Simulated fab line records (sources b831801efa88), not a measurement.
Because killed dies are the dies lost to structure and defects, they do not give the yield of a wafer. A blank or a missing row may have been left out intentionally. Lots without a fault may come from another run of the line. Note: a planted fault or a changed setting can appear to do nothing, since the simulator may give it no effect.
What tool caused it? / flow gf180mcu / Sampling: 6 lots, 18 wafers, 3 of 602 route steps

WHAT THE GAUGES SHOWED, per wafer
GF_PSD_RS_MEAS_14: measurement is done with a four-point probe.
lot=L415; measured=day 14 19:15; on=film metro-02; NSD_RS (ohm/sq)=46.04 46.06 46.07
lot=L419; measured=day 16 03:35; on=film metro-02; NSD_RS (ohm/sq)=44.60 44.64 44.73
lot=L421; measured=day 17 01:02; on=film metro-03; NSD_RS (ohm/sq)=44.65 44.69 44.63
lot=L431; measured=day 20 20:25; on=film metro-04; NSD_RS (ohm/sq)=46.19 46.32 46.22
lot=L433; measured=day 21 09:38; on=film metro-03; NSD_RS (ohm/sq)=45.99 45.98 45.93
lot=L436; measured=day 22 11:58; on=film metro-04; NSD_RS (ohm/sq)=46.15 46.13 46.10

TOOL THAT RAN EACH LOT (tool first, then ch and the chambers of the sampled wafers, then the start)
lot=L415; GF_NSD_IMPLANT_09=implanter-03 ch 0, day 13 22:16; GF_NSD_STRIP_11=plasma asher-01 ch 0,1, day 13 22:34
lot=L419; GF_NSD_IMPLANT_09=implanter-03 ch 0, day 15 05:01; GF_NSD_STRIP_11=plasma asher-01 ch 0,1, day 15 05:18
lot=L421; GF_NSD_IMPLANT_09=implanter-03 ch 0, day 16 01:55; GF_NSD_STRIP_11=plasma asher-01 ch 0,1, day 16 02:12
lot=L431; GF_NSD_IMPLANT_09=implanter-03 ch 0, day 19 19:07; GF_NSD_STRIP_11=plasma asher-01 ch 0,1, day 19 19:25
lot=L433; GF_NSD_IMPLANT_09=implanter-01 ch 0, day 20 08:29; GF_NSD_STRIP_11=plasma asher-01 ch 0,1, day 20 08:46
lot=L436; GF_NSD_IMPLANT_09=implanter-03 ch 0, day 21 11:37; GF_NSD_STRIP_11=plasma asher-01 ch 0,1, day 21 11:55
- GF_NSD_IMPLANT_09
- GF_NSD_STRIP_11: strips in O2/N2.

THE ANSWER, worked out from the rows above alone
Rule: the usual values come from the lots themselves. Put in order of their means at a reading, lots are off if they are a third of the lots or fewer, leave a main group of 4 or more, and stand apart from it by a gap of 3 or more times the standard deviation of the main group's means; of several such gaps the widest counts. Not used: any main group whose means are identical at the precision the tables above print for the reading. A lot without any number at a reading at which 4 lots or more have one is off too. The other lots that the step has rows for count as sound.
Off: at GF_PSD_RS_MEAS_14 (NSD_RS), L419, L421. The main group has a mean of 46.10 ohm/sq with a standard deviation of 0.1.
If a tool, at a process step before that reading, ran all the lots that are off and no sound lot after the first of them, it fits. Gauges at GF_PSD_RS_MEAS_14: tried the same way as those tools. None of those tried fits.

WHAT THE SIMULATOR HAD INSERTED
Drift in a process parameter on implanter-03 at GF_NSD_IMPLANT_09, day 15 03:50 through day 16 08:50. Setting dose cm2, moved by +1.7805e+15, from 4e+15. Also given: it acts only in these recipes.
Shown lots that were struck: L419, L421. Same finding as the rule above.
